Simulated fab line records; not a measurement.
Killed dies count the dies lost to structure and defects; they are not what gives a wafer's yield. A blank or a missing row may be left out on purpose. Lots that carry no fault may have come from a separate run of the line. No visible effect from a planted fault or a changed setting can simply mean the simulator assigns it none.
A struck lot beside a sound one / flow sky130 / 43 out of 708 route steps
Sound: these wafers, L139.2, L139.3, L139.4. The struck wafers were L157.4, L157.5, L157.6. Last of all comes the cause.
Order at every step that has rows: each side's tool, ch and its chambers, its first start. Under that, the readings that differ: sound wafers / struck wafers / difference of the means / sigmas: that difference in standard deviations of wafers without a fault.
alike: words and numbers the same on both sides, and readings whose means are apart by under 2 such deviations; not compared: readings that were withheld, readings missing a value for some wafer, numbers with overlapping values and no deviation given by the record, and bounds like >300 which may hide the same value.
A row with sigmas, a row that says differs or no value, or rows on one side alone: a step with any of these is where the two part. Numbers that don't overlap but have no deviation are shown without sigmas and don't part them. Lack of a reading on every wafer of one side parts them only where that side has two or more wafers.

SKY_METAL5_SPUTTER_04: material TiN, target thk 70 nm, time 58.3 s.
  sound: pvdSputter-03 at day 43 03:41; struck: pvdSputter-04 at day 47 17:36
  alike: cathodeDcPowerW, throttleValvePct
SKY_METAL5_RS_MEAS_05: a four-point-probe measurement.
  sound: filmMetro-04 at day 43 03:46; struck: filmMetro-04 at day 47 17:43
reading=METAL5_ALCU_RS (ohm/sq); sound=0.02739 0.02763 0.02753; struck=0.0269 0.02688 0.02691; difference=-0.0006; sigmas=-2
SKY_METAL5_THK_MEAS_06: measures by xrf.
  sound: filmMetro-04 at day 43 03:52; struck: filmMetro-04 at day 47 17:48
  alike: METAL5_ALCU_THK
then, 7 steps without rows for these wafers: SKY_METAL5_DEHYDRATE_07 (time 60 s); SKY_METAL5_HMDS_08 (prime time 60 s); SKY_METAL5_COAT_09 (resist thk 1800 nm); SKY_METAL5_SOFTBAKE_10 (time 60 s); SKY_METAL5_EXPOSE_11 (exposes mask MM5, target cd 1600 nm); SKY_METAL5_PEB_12; SKY_METAL5_DEVELOP_13 (develop time 60 s).
SKY_METAL5_DESCUM_14: chemistry O2, time 11 s.
  sound on rieMetal-01 ch 0,1, day 44 03:09; struck on rieMetal-03 ch 0,1, day 48 12:37
reading=oesProductAu (a.u.); sound=0.995 0.993 0.984; struck=1.010 1.013 0.998; difference=+0.016; sigmas=+2
  alike: drypumpMotorCurrentA
  not compared: rfHoursCounterH
then, 1 step without rows for these wafers: SKY_METAL5_METAL_ETCH_15 (etches the open film in Cl2/BCl3, stops on SiO2, target depth 1260 nm, time 252 s).
SKY_METAL5_STRIP_16: strips in O2/N2.
  sound on plasmaAsher-01 ch 0,1, day 44 03:25; struck on plasmaAsher-03 ch 0,1, day 48 12:55
  alike: drypumpMotorCurrentA, oesProductAu, stripTimeToEndpointS
  not compared: rfHoursCounterH
then, 3 steps without rows for these wafers: SKY_METAL5_STRIP_17 (strips in post etch residue remover, time 1200 s); SKY_METAL5_CLEAN_18 (cleans in IPA, time 180 s); SKY_METAL5_CLEAN_19 (cleans in O3/DIW).
SKY_PASSIVATION_CVD_00: deposits SiO2, target thk 90 nm.
  sound on pecvd-02 ch 0,1, day 44 04:01; struck on pecvd-02 ch 0,1,2, day 48 13:29
  alike: heaterPowerW
SKY_PASSIVATION_THK_MEAS_01:
  sound: filmMetro-03 at day 44 04:02; struck: filmMetro-01 at day 48 13:32
  alike: PASSIVATION_CVD_00_THK
then, 1 step without rows for these wafers: SKY_PASSIVATION_CVD_02 (deposits Si3N4, target thk 540 nm).
SKY_PASSIVATION_THK_MEAS_03:
  sound: filmMetro-01 at day 44 04:19; struck: filmMetro-02 at day 48 13:49
  alike: PASSIVATION_CVD_02_THK
then, 16 steps without rows for these wafers: SKY_PASSIVATION_DEHYDRATE_04 (time 60 s); SKY_PASSIVATION_HMDS_05 (prime time 60 s); SKY_PASSIVATION_COAT_06 (resist thk 3049 nm); SKY_PASSIVATION_SOFTBAKE_07; SKY_PASSIVATION_EXPOSE_08 (exposes mask NSM, target cd 3000 nm); SKY_PASSIVATION_PEB_09; SKY_PASSIVATION_DEVELOP_10 (develop time 60 s); SKY_PASSIVATION_ETCH_11 (etches the open film in CF4/O2, stops on AlCu, target depth 725 nm, time 161.1 s); SKY_PASSIVATION_STRIP_12 (strips in O2/N2); SKY_PAD_OPEN_DEHYDRATE_00 (time 60 s); SKY_PAD_OPEN_HMDS_01 (prime time 60 s); SKY_PAD_OPEN_COAT_02 (resist thk 3000 nm); SKY_PAD_OPEN_SOFTBAKE_03; SKY_PAD_OPEN_EXPOSE_04 (exposes mask PDM, target cd 60000 nm); SKY_PAD_OPEN_PEB_05; SKY_PAD_OPEN_DEVELOP_06 (develop time 60 s).
SKY_PAD_OPEN_ETCH_07: etches the open film in CF4/O2, stops on AlCu, target depth 725 nm, time 161.1 s.
  sound on rieDiel-02 ch 1,3, day 45 22:32; struck on rieDiel-04 ch 0,1,2, day 50 00:11
reading=drypumpMotorCurrentA (A); sound=5.5 5.1 5.1; struck=6.4 6.3 5.9; difference=+1.0; sigmas=+3
  alike: cf4FlowSccm, oesProductAu, throttleValvePct
  not compared: rfHoursCounterH
SKY_PAD_OPEN_STRIP_08: strips in O2/N2.
  sound on plasmaAsher-03 ch 0,1, day 45 22:39; struck on plasmaAsher-04 ch 0,1, day 50 00:19
reading=stripTimeToEndpointS (s); sound=37.19 37.20 37.16; struck=36.97 36.90 36.94; difference=-0.25; sigmas=-2
  alike: drypumpMotorCurrentA, oesProductAu
  not compared: rfHoursCounterH
then, 4 steps without rows for these wafers: SKY_PAD_OPEN_STRIP_09 (strips in post etch residue remover, time 1200 s); SKY_PAD_OPEN_CLEAN_10 (cleans in IPA, time 180 s); SKY_PAD_OPEN_CLEAN_11 (cleans in O3/DIW); SKY_PAD_OPEN_ANNEAL_12.
SKY_PAD_OPEN_PROBE_99:
  sound: prober-01 at day 46 00:55; struck: prober-01 at day 50 02:48
reading=defectLimitedYield (%); sound=83.1 83.7 79.7; struck=71.7 78.3 71.1; difference=-8.5; sigmas=-5
reading=killed_at_M4_up; sound=0 1 3; struck=66 31 61; difference=+51; sigmas=+26
reading=killedDies; sound=83 80 100; struck=139 107 142; difference=+42; sigmas=+5
reading=sort_bin_3_pad_short (%); sound=0.2 0.6 1.6; struck=4.3 2.2 4.9; difference=+3.0; sigmas=+7
reading=sort_bin_5_function (%); sound=11.2 10.6 12.8; struck=16.7 12.4 16.9; difference=+3.8; sigmas=+3
reading=sortNPass; sound=409 412 392; struck=353 385 350; difference=-42; sigmas=-5
reading=sortYieldPct (%); sound=83.1 83.7 79.7; struck=71.7 78.3 71.1; difference=-8.5; sigmas=-5
reading=model.etest.tester.sortNPass; sound=409 412 392; struck=353 385 350; difference=-42; sigmas=
reading=model.etest.tester.sortYieldPct (%); sound=83.13 83.74 79.67; struck=71.75 78.25 71.14; difference=-8.47; sigmas=
reading=model.etest.tester.sort_bin_3_pct (%); sound=0.2033 0.6098 1.626; struck=4.268 2.236 4.878; difference=+2.981; sigmas=
  alike: killed_at_M0_to_M3, killedAtContacts, killedAtFrontEnd, killedAtOther, killedOnRim, killedOpen, killedShort, sort_bin_6_memory
  not compared: model.etest.tester.sort_bin_5_pct

WHERE THEY PART
At SKY_METAL5_RS_MEAS_05 first; at SKY_PAD_OPEN_PROBE_99 last (within this record only).

WHY: whatever the simulator had introduced
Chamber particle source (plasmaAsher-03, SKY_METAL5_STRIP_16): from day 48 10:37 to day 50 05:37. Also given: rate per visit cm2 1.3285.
